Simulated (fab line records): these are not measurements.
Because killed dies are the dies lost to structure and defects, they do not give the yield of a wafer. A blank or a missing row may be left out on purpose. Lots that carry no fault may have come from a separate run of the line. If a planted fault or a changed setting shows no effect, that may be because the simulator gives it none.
fab line records + flow sky130
record
- lots=5
- wafers=15
- last_day=50
route steps=708 shown LDD_LDN@292 SPACER@304 POLY_CUT@307 SD_P@320 RES_XHIGH@332 SALICIDE@361 PAD_OPEN@708
lots with no fault: from the same line, run without faults
start_h: hours from the record's opening day to when the first of the lot's shown wafers began + wait_h: how many hours have passed since the lot's step before this one + " as in the row above + L1.1+2: one row covering several wafers at once + - no value present, or no start provided + * or withheld: withheld + < > ~ a bound
route shown NAME@n: names a module that has steps shown in the file, with the first one's number in the route + usual: the fault-free wafers' mean and standard deviation + same: alike in all rows + chamber/n: place in a boat + sites: per-site readings + _std_site: standard deviation across them + _edge_site: inner sites' mean taken away from outer sites' mean + radius_mm: how far each site lies from the wafer's centre + mask NAME#n: copy n + behind: the tool/chamber that last shaped the wafer + hold: reason for holding the lot/hours on hold/outcome of the hold + device: names the non-switching transistor (n, p or np) + end of line: tests of these same wafers at the route's end + a step given without rows: its recipe and nothing more + killed: count of dies lost to structure and defects at first sort (not the wafer's yield) + map: per-die view of a wafer (x killed, . not killed, _ where there is no die)
set.NAME: the setting that was run; set.NAME@STEP: the one run at that earlier step + model.NAME: the simulator's own value behind a step, which no gauge read
lots at some steps of the route; a table a step, a row a wafer
services: a tool's chamber out of use, with start hour (start_h, from the record's first day; less than 0 if before it), hours out, and reason
## steps
# step SKY_LDD_LDN_SOFTBAKE_03
# recipe
- temp_c=90
- time_s=60
- resist=NOVOLAK
# step SKY_LDD_LDN_EXPOSE_04
# recipe
- mask_id=LDNTM
- na=0.6
- source_shape=conventional
- sigma_outer=0.6
- polarization=unpolarized
- target_cd_nm=700
- dose_mj=140
# step SKY_LDD_LDN_PEB_05
# recipe
- temp_c=withheld
- time_s=*
- resist=NOVOLAK
# step SKY_LDD_LDN_DEVELOP_06
# recipe
- resist=NOVOLAK
- developer=TMAH
- develop_time_s=60
- dev_temp_c=23
# step SKY_LDD_LDN_IMPLANT_08
# recipe
- species=As
- energy_kev=15
- dose_cm2=1.25e+13
- tilt_deg=withheld
- rotation_deg=23
# step SKY_LDD_LDN_IMPLANT_09
# recipe
- species=As
- energy_kev=15
- dose_cm2=1.25e+13
- tilt_deg=withheld
- rotation_deg=113
# step SKY_LDD_LDN_IMPLANT_10
# recipe
- species=As
- energy_kev=15
- dose_cm2=1.25e+13
- tilt_deg=withheld
- rotation_deg=203
# step SKY_LDD_LDN_IMPLANT_11
# recipe
- species=As
- energy_kev=15
- dose_cm2=1.25e+13
- tilt_deg=withheld
- rotation_deg=293
# step SKY_LDD_LDN_STRIP_12
# recipe
- chemistry=O2/N2
- power_w=1400
- pressure_mtorr=1500
- platen_temp_c=withheld
- o2_flow_sccm=3000
- n2_flow_sccm=300
- overash_fraction=0.5
# step SKY_LDD_LDN_CLEAN_14
# recipe
- chemistry=SC1/SC2
- mix=1:4:20
- temp_c=70
- time_s=150
- dry=n2_spin
# step SKY_SPACER_CVD_00
# recipe
- material=Si3N4
- precursor=DCS/NH3
- target_thk_nm=43.1
- temp_c=770
- time_s=740
- pressure_mtorr=250
| lot.wafer | tool     | chamber | start_h | wait_h | model.Si3N4_of_SPACER_CVD_00.thk_nm |
|-----------|----------|---------|---------|--------|-------------------------------------|
| L583.2    | lpcvd-02 | 0       | 523.24  | 0.0    | 43.49                               |
| L583.3    | "        | 0       | "       | "      | 43.48                               |
| L583.4    | "        | 0       | "       | "      | 43.26                               |
| L595.1    | lpcvd-02 | 1       | 628.13  | 0.0    | 25.33                               |
| L595.4    | "        | 1       | "       | "      | 25.45                               |
| L595.6    | "        | 1       | "       | "      | 25.55                               |
| L596.2    | lpcvd-02 | 1       | 635.39  | 0.0    | 26.25                               |
| L596.3    | "        | 1       | "       | "      | 25.99                               |
| L596.6    | "        | 1       | "       | "      | 26.2                                |
| L597.1    | lpcvd-02 | 0       | 649.76  | 0.0    | 27.25                               |
| L597.3    | "        | 0       | "       | "      | 27.15                               |
| L597.6    | "        | 0       | "       | "      | 26.84                               |
| L606.3    | lpcvd-02 | 1       | 709.76  | 0.0    | 43.68                               |
| L606.4    | "        | 1       | "       | "      | 43.73                               |
| L606.5    | "        | 1       | "       | "      | 43.57                               |
# step SKY_SPACER_THK_MEAS_01
# recipe
- reads=Si3N4_of_SPACER_CVD_00
# usual
- SPACER_CVD_00_THK=43.4/0.44
| lot.wafer | tool          | chamber | start_h | wait_h | hold                     | SPACER_CVD_00_THK[nm] |
|-----------|---------------|---------|---------|--------|--------------------------|-----------------------|
| L583.2    | film_metro-03 | -       | 524.45  | 0.0    | -                        | 43.5                  |
| L583.3    | "             | -       | "       | "      | -                        | 43.5                  |
| L583.4    | "             | -       | "       | "      | -                        | 43.2                  |
| L595.1    | film_metro-02 | -       | 629.34  | 0.0    | await_dispo/0.2h/release | 25.3                  |
| L595.4    | "             | -       | "       | "      | await_dispo/0.2h/release | 25.4                  |
| L595.6    | "             | -       | "       | "      | await_dispo/0.2h/release | 25.6                  |
| L595.1    | film_metro-02 | -       | 629.57  | 0.2    | -                        | 25.3                  |
| L595.4    | "             | -       | "       | "      | -                        | 25.5                  |
| L595.6    | "             | -       | "       | "      | -                        | 25.5                  |
| L596.2    | film_metro-03 | -       | 636.60  | 0.0    | await_dispo/0.2h/release | 26.3                  |
| L596.3    | "             | -       | "       | "      | await_dispo/0.2h/release | 26.0                  |
| L596.6    | "             | -       | "       | "      | await_dispo/0.2h/release | 26.2                  |
| L596.2    | film_metro-03 | -       | 636.83  | 0.2    | -                        | 26.2                  |
| L596.3    | "             | -       | "       | "      | -                        | 26.0                  |
| L596.6    | "             | -       | "       | "      | -                        | 26.2                  |
| L597.1    | film_metro-01 | -       | 650.96  | 0.0    | await_dispo/0.2h/release | 27.3                  |
| L597.3    | "             | -       | "       | "      | await_dispo/0.2h/release | 27.1                  |
| L597.6    | "             | -       | "       | "      | await_dispo/0.2h/release | 26.8                  |
| L597.1    | film_metro-01 | -       | 651.19  | 0.2    | -                        | 27.2                  |
| L597.3    | "             | -       | "       | "      | -                        | 27.2                  |
| L597.6    | "             | -       | "       | "      | -                        | 26.9                  |
| L606.3    | film_metro-03 | -       | 710.98  | 0.0    | -                        | 43.7                  |
| L606.4    | "             | -       | "       | "      | -                        | 43.7                  |
| L606.5    | "             | -       | "       | "      | -                        | 43.6                  |
# step SKY_SPACER_ETCHBACK_02
# recipe
- chemistry=CH3F/O2
- target=Si3N4
- stop_on=SiO2
- source_w=400
- bias_w=80
- pressure_mtorr=25
- ch3f_flow_sccm=40
- O2_flow_sccm=30
- time_s=46.7
- target_depth_a=450
# usual
- O2_flow_sccm=30.01/0.097
- drypump_motor_current_A=5.9/0.43
- oes_product_au=0.858/0.0068
- throttle_valve_pct=10.563/0.0089
| lot.wafer | tool        | chamber | start_h | wait_h | hold                     | O2_flow_sccm | drypump_motor_current_A | oes_product_au | rf_hours_counter_h | throttle_valve_pct | model.etch.depth_nm |
|-----------|-------------|---------|---------|--------|--------------------------|--------------|-------------------------|----------------|--------------------|--------------------|---------------------|
| L583.2    | rie_diel-03 | 1       | 524.50  | 0.0    | -                        | 30.10        | 5.6                     | 0.860          | 7                  | 10.552             | 43.49               |
| L583.3    | "           | 0       | "       | "      | -                        | 29.87        | 5.3                     | 0.858          | 3                  | 10.572             | 43.48               |
| L583.4    | "           | 3       | "       | "      | -                        | 30.02        | 5.1                     | 0.861          | 77                 | 10.554             | 43.26               |
| L595.1    | rie_diel-03 | 0       | 631.13  | 1.6    | await_dispo/1.5h/release | 29.88        | 5.3                     | 0.659          | 5                  | 10.536             | 25.33               |
| L595.4    | "           | 1       | "       | "      | await_dispo/1.5h/release | 29.85        | 5.6                     | 0.653          | 9                  | 10.530             | 25.45               |
| L595.6    | "           | 3       | "       | "      | await_dispo/1.5h/release | 30.29        | 5.1                     | 0.652          | -                  | 10.550             | 25.55               |
| L596.2    | rie_diel-02 | 3       | 640.55  | 3.7    | await_dispo/3.7h/release | 29.95        | 6.3                     | 0.665          | 20                 | 10.543             | 26.25               |
| L596.3    | "           | 0       | "       | "      | await_dispo/3.7h/release | 29.86        | 6.1                     | 0.664          | 33                 | 10.545             | 25.99               |
| L596.6    | "           | 3       | "       | "      | await_dispo/3.7h/release | 29.97        | 6.3                     | 0.671          | -                  | 10.542             | 26.2                |
| L597.1    | rie_diel-02 | 1       | 653.71  | 2.5    | await_dispo/2.5h/release | 30.10        | 5.9                     | 0.679          | 10                 | 10.548             | 27.25               |
| L597.3    | "           | 2       | "       | "      | await_dispo/2.5h/release | 30.12        | 6.7                     | 0.672          | 11                 | 10.530             | 27.15               |
| L597.6    | "           | 2       | "       | "      | await_dispo/2.5h/release | 30.09        | 6.7                     | 0.676          | -                  | 10.539             | 26.84               |
| L606.3    | rie_diel-03 | 2       | 711.02  | 0.0    | -                        | 29.97        | 6.0                     | 0.862          | 37                 | 10.580             | 43.68               |
| L606.4    | "           | 0       | "       | "      | -                        | 30.21        | 5.3                     | 0.866          | -                  | 10.564             | 43.73               |
| L606.5    | "           | 1       | "       | "      | -                        | 30.00        | 5.6                     | 0.855          | -                  | 10.558             | 43.57               |
# step SKY_POLY_CUT_DEHYDRATE_00
# recipe
- temp_c=200
- time_s=60
# step SKY_POLY_CUT_HMDS_01
# recipe
- prime_time_s=60
- prime_temp_c=120
# step SKY_POLY_CUT_COAT_02
# recipe
- resist=BARC
- temp_c=withheld
- time_s=withheld
- spin_rpm=3000
- resist_thk_nm=60
# step SKY_POLY_CUT_COAT_03
# recipe
- resist=KrF-thick
- spin_rpm=3000
- resist_thk_nm=450
# step SKY_POLY_CUT_SOFTBAKE_04
# recipe
- temp_c=100
- time_s=90
- resist=KrF-thick
# step SKY_POLY_CUT_EXPOSE_05
# recipe
- mask_id=NPCM
- na=0.8
- source_shape=annular
- sigma_inner=0.55
- sigma_outer=0.85
- target_cd_nm=270
- dose_mj=32
# step SKY_POLY_CUT_PEB_06
# recipe
- peb_temp_c=withheld
- peb_time_s=withheld
- resist=KrF-thick
# step SKY_POLY_CUT_DEVELOP_07
# recipe
- develop_time_s=60
- resist=KrF-thick
- dev_temp_c=21
# step SKY_POLY_CUT_ETCH_10
# recipe
- chemistry=N2/H2
- target=BARC
- ion_energy_ev=200
- source_w=500
- bias_w=100
- pressure_mtorr=30
- n2_flow_sccm=100
- h2_flow_sccm=200
- stop_on=SiO2
- time_s=45.9
- target_depth_a=600
# step SKY_POLY_CUT_ETCH_11
# recipe
- target=Si3N4
- chemistry=CF4/CH2F2/Ar
- stop_on=poly-Si
- source_w=600
- bias_w=150
- pressure_mtorr=40
- cf4_flow_sccm=40
- ch2f2_flow_sccm=20
- Ar_flow_sccm=150
- time_s=42.5
- target_depth_a=600
# step SKY_POLY_CUT_STRIP_12
# recipe
- chemistry=O2/N2
- power_w=1400
- pressure_mtorr=1500
- platen_temp_c=withheld
- o2_flow_sccm=3000
- n2_flow_sccm=300
- overash_fraction=0.5
# step SKY_SD_P_DEHYDRATE_00
# recipe
- temp_c=200
- time_s=60
# step SKY_SD_P_HMDS_01
# recipe
- prime_time_s=60
- prime_temp_c=120
# step SKY_SD_P_COAT_02
# recipe
- resist=NOVOLAK
- spin_rpm=3000
- resist_thk_nm=1140
# step SKY_SD_P_SOFTBAKE_03
# recipe
- temp_c=90
- time_s=60
- resist=NOVOLAK
# step SKY_SD_P_EXPOSE_04
# recipe
- mask_id=PSDM
- na=0.6
- source_shape=conventional
- sigma_outer=0.6
- polarization=unpolarized
- target_cd_nm=380
- dose_mj=138
# step SKY_SD_P_PEB_05
# recipe
- temp_c=withheld
- time_s=*
- resist=NOVOLAK
# step SKY_SD_P_DEVELOP_06
# recipe
- resist=NOVOLAK
- developer=TMAH
- develop_time_s=60
- dev_temp_c=23
# step SKY_SD_P_IMPLANT_09
# recipe
- species=BF2
- energy_kev=20
- dose_cm2=3e+15
- tilt_deg=0
# step SKY_SD_P_STRIP_10
# recipe
- chemistry=O2/N2
- power_w=1400
- pressure_mtorr=1500
- platen_temp_c=withheld
- o2_flow_sccm=3000
- n2_flow_sccm=300
- overash_fraction=0.5
# step SKY_RES_XHIGH_DEHYDRATE_00
# recipe
- temp_c=200
- time_s=60
# step SKY_RES_XHIGH_HMDS_01
# recipe
- prime_time_s=60
- prime_temp_c=120
# step SKY_SALICIDE_CLEAN_00
# recipe
- chemistry=HF-last
- time_s=30
- dilution=100:1
- dry=ipa_marangoni
| lot.wafer | tool         | chamber | start_h | wait_h | model.Si3N4_of_SPACER_CVD_00.thk_nm |
|-----------|--------------|---------|---------|--------|-------------------------------------|
| L583.2+3  | wet_bench-03 | 1       | 642.74  | 0.1    | 42.51                               |
| L583.4    | "            | 1       | "       | "      | 42.29                               |
| L595.1    | wet_bench-04 | 2       | 740.48  | 0.1    | 24.36                               |
| L595.4    | "            | 2       | "       | "      | 24.48                               |
| L595.6    | "            | 2       | "       | "      | 24.58                               |
| L596.2    | wet_bench-02 | 0       | 749.86  | 0.1    | 25.28                               |
| L596.3    | "            | 0       | "       | "      | 25.03                               |
| L596.6    | "            | 0       | "       | "      | 25.23                               |
| L597.1    | wet_bench-04 | 3       | 763.70  | 0.1    | 26.29                               |
| L597.3    | "            | 3       | "       | "      | 26.18                               |
| L597.6    | "            | 3       | "       | "      | 25.87                               |
| L606.3    | wet_bench-03 | 1       | 818.85  | 0.1    | 42.71                               |
| L606.4    | "            | 1       | "       | "      | 42.77                               |
| L606.5    | "            | 1       | "       | "      | 42.6                                |
# step SKY_PAD_OPEN_PROBE_99
# usual
- killed_at_M0_to_M3=43/6.8
- killed_at_M4_up=3.2/1.8
- killed_at_contacts=24/5.2
- killed_at_front_end=15/4.2
- killed_at_other=0.4/0.62
- killed_dies=85/8.7
- killed_open=46/6.7
- killed_short=39/5.9
# same
- gross_dies=492
- killed_at_back_side=0
| lot.wafer | tool      | chamber | start_h | wait_h | killed_at_M0_to_M3 | killed_at_M4_up | killed_at_contacts | killed_at_front_end | killed_at_other | killed_dies | killed_open | killed_short | model.etest.pfet_01v8.r_on_ohm_um | model.etest.pfet_g5v0d10v5.r_on_ohm_um | model.etest.nfet_g5v0d10v5.r_on_ohm_um | model.etest.sonos_uncharged.r_on_ohm_um | model.etest.res_pdiff.line_ohm_um | model.etest.nfet_01v8_lvt.drive_ua_um | model.etest.pfet_01v8.drive_ua_um | model.etest.sram_nfet_pass.drive_ua_um |
|-----------|-----------|---------|---------|--------|--------------------|-----------------|--------------------|---------------------|-----------------|-------------|-------------|--------------|-----------------------------------|----------------------------------------|----------------------------------------|-----------------------------------------|-----------------------------------|---------------------------------------|-----------------------------------|----------------------------------------|
| L583.2    | prober-01 | -       | 1069.87 | 0.1    | 54                 | 2               | 26                 | 15                  | 0               | 97          | 51          | 46           | 2932                              | 4770                                   | 1871                                   | 819.5                                   | 1369                              | 569                                   | 186.9                             | 490.6                                  |
| L583.3    | prober-01 | -       | 1069.92 | 0.2    | 33                 | 2               | 45                 | 10                  | 0               | 90          | 43          | 47           | 2932                              | 4796                                   | 1875                                   | 804.8                                   | 1351                              | 555.2                                 | 188.8                             | 479.2                                  |
| L583.4    | prober-01 | -       | 1069.97 | 0.2    | 46                 | 1               | 28                 | 10                  | 0               | 85          | 51          | 33           | 2868                              | 4764                                   | 1884                                   | 795.2                                   | 1346                              | 563.8                                 | 194.1                             | 484.6                                  |
| L595.1    | prober-01 | -       | 1139.70 | 0.1    | 49                 | 2               | 27                 | 18                  | 2               | 98          | 60          | 37           | 2398                              | 4705                                   | 1792                                   | 711.4                                   | 1306                              | 633.3                                 | 242.3                             | 564.4                                  |
| L595.4    | prober-01 | -       | 1139.85 | 0.2    | 49                 | 5               | 26                 | 20                  | 0               | 100         | 57          | 43           | 2360                              | 4611                                   | 1773                                   | 716.4                                   | 1306                              | 636.9                                 | 247.4                             | 526.6                                  |
| L595.6    | prober-01 | -       | 1139.95 | 0.2    | 39                 | 4               | 20                 | 20                  | 0               | 83          | 45          | 38           | 2398                              | 4646                                   | 1786                                   | 724.1                                   | 1305                              | 625.6                                 | 243.1                             | 537.6                                  |
| L596.2    | prober-01 | -       | 1147.37 | 0.1    | 46                 | 6               | 21                 | 13                  | 0               | 86          | 45          | 41           | 2370                              | 4624                                   | 1810                                   | 714.8                                   | 1301                              | 616.2                                 | 245.8                             | 526                                    |
| L596.3    | prober-01 | -       | 1147.42 | 0.2    | 33                 | 4               | 20                 | 18                  | 0               | 75          | 32          | 43           | 2332                              | 4599                                   | 1799                                   | 708                                     | 1303                              | 619.3                                 | 252.3                             | 516.3                                  |
| L596.6    | prober-01 | -       | 1147.57 | 0.2    | 41                 | 4               | 27                 | 14                  | 0               | 86          | 37          | 49           | 2369                              | 4682                                   | 1809                                   | 714.2                                   | 1302                              | 609.6                                 | 245.5                             | 505.1                                  |
| L597.1    | prober-02 | -       | 1154.46 | 0.1    | 30                 | 5               | 20                 | 21                  | 0               | 76          | 40          | 36           | 2391                              | 4633                                   | 1828                                   | 723                                     | 1283                              | 612                                   | 245.5                             | 527                                    |
| L597.3    | prober-02 | -       | 1154.56 | 0.2    | 36                 | 1               | 22                 | 7                   | 2               | 68          | 39          | 27           | 2315                              | 4543                                   | 1796                                   | 722                                     | 1286                              | 616.8                                 | 254.8                             | 529.9                                  |
| L597.6    | prober-02 | -       | 1154.71 | 0.2    | 39                 | 3               | 23                 | 19                  | 1               | 85          | 46          | 38           | 2350                              | 4595                                   | 1819                                   | 725.4                                   | 1278                              | 629.8                                 | 251.9                             | 532.1                                  |
| L606.3    | prober-01 | -       | 1191.26 | 0.2    | 45                 | 1               | 20                 | 17                  | 1               | 84          | 51          | 32           | 2977                              | 4824                                   | 1926                                   | 806.6                                   | 1330                              | 580.7                                 | 184.9                             | 495                                    |
| L606.4    | prober-01 | -       | 1191.31 | 0.2    | 48                 | 5               | 18                 | 10                  | 0               | 81          | 47          | 34           | 3008                              | 4825                                   | 1926                                   | 822.1                                   | 1392                              | 561.2                                 | 184.2                             | 494.5                                  |
| L606.5    | prober-01 | -       | 1191.36 | 0.2    | 27                 | 1               | 19                 | 17                  | 1               | 65          | 37          | 27           | 3002                              | 4821                                   | 1904                                   | 809.6                                   | 1360                              | 583.9                                 | 186                               | 518.4                                  |
# killed by level:class
L583.2 VIA1:geometric_particle:open=15 CONTACT:geometric_particle:open=10 METAL1:geometric_particle:short=7 VIA1:geometric_particle:short=7 LOCAL_INTERCONNECT:geometric_particle:short=6 VIA2:geometric_particle:open=5 METAL2:geometric_particle:short=5 VIA3:geometric_particle:open=4
L583.3 CONTACT:geometric_particle:open=14 LI_CONTACT:geometric_particle:open=12 CONTACT:geometric_particle:short=8 VIA3:geometric_particle:short=7 LI_CONTACT:geometric_particle:short=5 LOCAL_INTERCONNECT:geometric_particle:short=5 METAL1:geometric_particle:short=5 VIA1:geometric_particle:short=5
L583.4 VIA1:geometric_particle:open=14 CONTACT:geometric_particle:open=8 LI_CONTACT:geometric_particle:open=7 CONTACT:geometric_particle:short=5 VIA3:geometric_particle:open=5 LI_CONTACT:geometric_particle:short=4 METAL2:geometric_particle:open=4 VIA3:geometric_particle:short=4
L595.1 CONTACT:geometric_particle:open=12 LI_CONTACT:geometric_particle:open=10 VIA1:geometric_particle:open=9 VIA3:geometric_particle:open=9 METAL2:geometric_particle:short=6 METAL1:geometric_particle:short=5 VIA2:geometric_particle:open=5 FIELD_ISO:geometric_particle:open=4
L595.4 VIA1:geometric_particle:open=15 CONTACT:geometric_particle:open=10 LI_CONTACT:geometric_particle:open=9 FIELD_ISO:geometric_particle:open=8 METAL2:geometric_particle:short=6 FIELD_ISO:geometric_particle:short=5 VIA1:geometric_particle:short=5 VIA2:geometric_particle:short=5
L595.6 VIA3:geometric_particle:open=9 POLY_GATE:geometric_particle:open=7 CONTACT:geometric_particle:open=7 FIELD_ISO:geometric_particle:short=6 CONTACT:geometric_particle:short=6 LI_CONTACT:geometric_particle:open=5 VIA1:geometric_particle:short=5 VIA1:geometric_particle:open=5
L596.2 METAL1:geometric_particle:short=13 CONTACT:geometric_particle:open=7 LI_CONTACT:geometric_particle:open=6 METAL2:geometric_particle:short=6 POLY_GATE:geometric_particle:open=5 VIA1:geometric_particle:open=5 VIA2:geometric_particle:open=5 VIA3:geometric_particle:open=5
L596.3 CONTACT:geometric_particle:short=7 CONTACT:geometric_particle:open=6 METAL1:geometric_particle:short=5 VIA2:geometric_particle:open=5 FIELD_ISO:geometric_particle:open=4 LOCAL_INTERCONNECT:geometric_particle:short=4 METAL3:geometric_particle:short=4 METAL1:geometric_particle:open=4
L596.6 CONTACT:geometric_particle:open=11 METAL1:geometric_particle:short=11 FIELD_ISO:geometric_particle:short=6 CONTACT:geometric_particle:short=6 VIA1:geometric_particle:open=6 LI_CONTACT:geometric_particle:open=5 LOCAL_INTERCONNECT:geometric_particle:short=4 VIA2:geometric_particle:short=4
L597.1 VIA1:geometric_particle:short=8 FIELD_ISO:geometric_particle:open=7 LI_CONTACT:geometric_particle:open=7 CONTACT:geometric_particle:open=7 VIA1:geometric_particle:open=7 VIA2:geometric_particle:open=4 FIELD_ISO:geometric_particle:short=3 POLY_CUT:geometric_particle:short=3
L597.3 LI_CONTACT:geometric_particle:open=9 VIA1:geometric_particle:open=9 VIA2:geometric_particle:open=8 CONTACT:geometric_particle:open=6 CONTACT:geometric_particle:short=4 POLY_GATE:geometric_particle:short=3 VIA1:geometric_particle:short=3 METAL2:geometric_particle:short=3
L597.6 VIA1:geometric_particle:open=8 FIELD_ISO:geometric_particle:open=6 LI_CONTACT:geometric_particle:open=6 CONTACT:geometric_particle:open=6 VIA2:geometric_particle:open=6 LI_CONTACT:geometric_particle:short=5 METAL1:geometric_particle:open=5 VIA1:geometric_particle:short=5
L606.3 CONTACT:geometric_particle:open=12 VIA3:geometric_particle:open=10 VIA2:geometric_particle:open=7 VIA1:geometric_particle:open=7 FIELD_ISO:geometric_particle:short=5 FIELD_ISO:geometric_particle:open=4 LI_CONTACT:geometric_particle:open=4 VIA2:geometric_particle:short=4
L606.4 VIA3:geometric_particle:open=10 VIA1:geometric_particle:open=9 VIA2:geometric_particle:open=9 CONTACT:geometric_particle:open=8 LI_CONTACT:geometric_particle:open=6 FIELD_ISO:geometric_particle:short=5 METAL4:geometric_particle:short=5 VIA1:geometric_particle:short=4
L606.5 LI_CONTACT:geometric_particle:open=10 VIA2:geometric_particle:open=6 CONTACT:geometric_particle:short=4 VIA1:geometric_particle:open=4 VIA3:geometric_particle:open=4 FIELD_ISO:geometric_particle:short=3 POLY_GATE:geometric_particle:short=3 SPACER:geometric_particle:open=3
## services
| tool        | chamber | start_h | hours | kind           |
|-------------|---------|---------|-------|----------------|
| rie_diel-03 | 0       | 506.26  | 2.7   | repair         |
| rie_diel-03 | -       | 533.40  | 0.4   | repair         |
| rie_diel-03 | 3       | 533.64  | 10.6  | repair         |
| rie_diel-02 | 3       | 570.61  | 2.5   | repair         |
| rie_diel-03 | 3       | 577.44  | 7.4   | repair         |
| rie_diel-03 | 3       | 584.86  | -     | clean          |
| rie_diel-03 | 3       | 584.86  | 19.6  | scheduled_down |
| rie_diel-03 | 2       | 599.85  | 1.9   | repair         |
| rie_diel-02 | 1       | 606.48  | 15.5  | repair         |
| rie_diel-02 | 3       | 652.25  | 31.3  | repair         |
| rie_diel-03 | -       | 661.51  | 2.8   | pm             |
| rie_diel-03 | -       | 670.20  | 2.0   | repair         |
| rie_diel-03 | -       | 670.23  | 0.6   | repair         |
| rie_diel-02 | -       | 670.35  | 0.5   | repair         |
| rie_diel-02 | -       | 673.76  | 2.2   | repair         |
| lpcvd-02    | -       | 682.47  | 4.8   | repair         |
| rie_diel-02 | 0       | 688.76  | 24.9  | repair         |
| rie_diel-03 | 0       | 689.35  | 6.7   | repair         |
| rie_diel-03 | 3       | 694.04  | 31.4  | repair         |
| rie_diel-03 | 1       | 736.12  | 4.1   | repair         |
| rie_diel-03 | 3       | 737.14  | 10.1  | repair         |
| rie_diel-03 | 3       | 749.98  | 9.4   | repair         |
| rie_diel-03 | 0       | 796.26  | 2.4   | repair         |
| rie_diel-03 | 2       | 796.66  | 3.0   | repair         |
## key
first_sign
- step=SKY_SPACER_THK_MEAS_01
- reading=visit
- direction=added
effect
- step=SKY_SPACER_THK_MEAS_01
- reading=SPACER_CVD_00_THK
- direction=down
- sigmas=39
- usual=43.4
- struck=26.2
effect
- step=SKY_SPACER_ETCHBACK_02
- reading=oes_product_au
- direction=down
- sigmas=28
- usual=0.858
- struck=0.666
model_effect
- step=SKY_SPACER_CVD_00
- value=Si3N4_of_SPACER_CVD_00.thk_nm
- without=43.04
- struck=26.22
model_effect
- step=SKY_SPACER_ETCHBACK_02
- value=etch.depth_nm
- without=43.04
- struck=26.22
model_effect
- step=SKY_SALICIDE_CLEAN_00
- value=Si3N4_of_SPACER_CVD_00.thk_nm
- without=42.07
- struck=25.26
model_effect
- step=SKY_PAD_OPEN_PROBE_99
- value=etest.pfet_01v8.r_on_ohm_um
- without=2898
- struck=2365
met_at SKY_SPACER_CVD_00
struck_wafers L595.1,L595.4,L595.6,L596.2,L596.3,L596.6,L597.1,L597.3,L597.6
tester_left_out L595,L596,L597
onset_between 523.24 628.13
fault
- kind=process_parameter_drift
- tool=lpcvd-02
- chamber=-
- onset_h=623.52
- steps=SKY_SPACER_CVD_00
- channel=target_thk_nm
- offset=-16.818
- shape=step
- end_h=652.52
- acts_in=these_recipes_only
- stated=43.1
# tester_left_out: of these lots the tester's yield and bins aren't shown, on N5 and GAA mostly nor the transistor test; their killed dies are dies lost to structure and defects alone, not to doping, threshold or leakage, so they don't give the yield
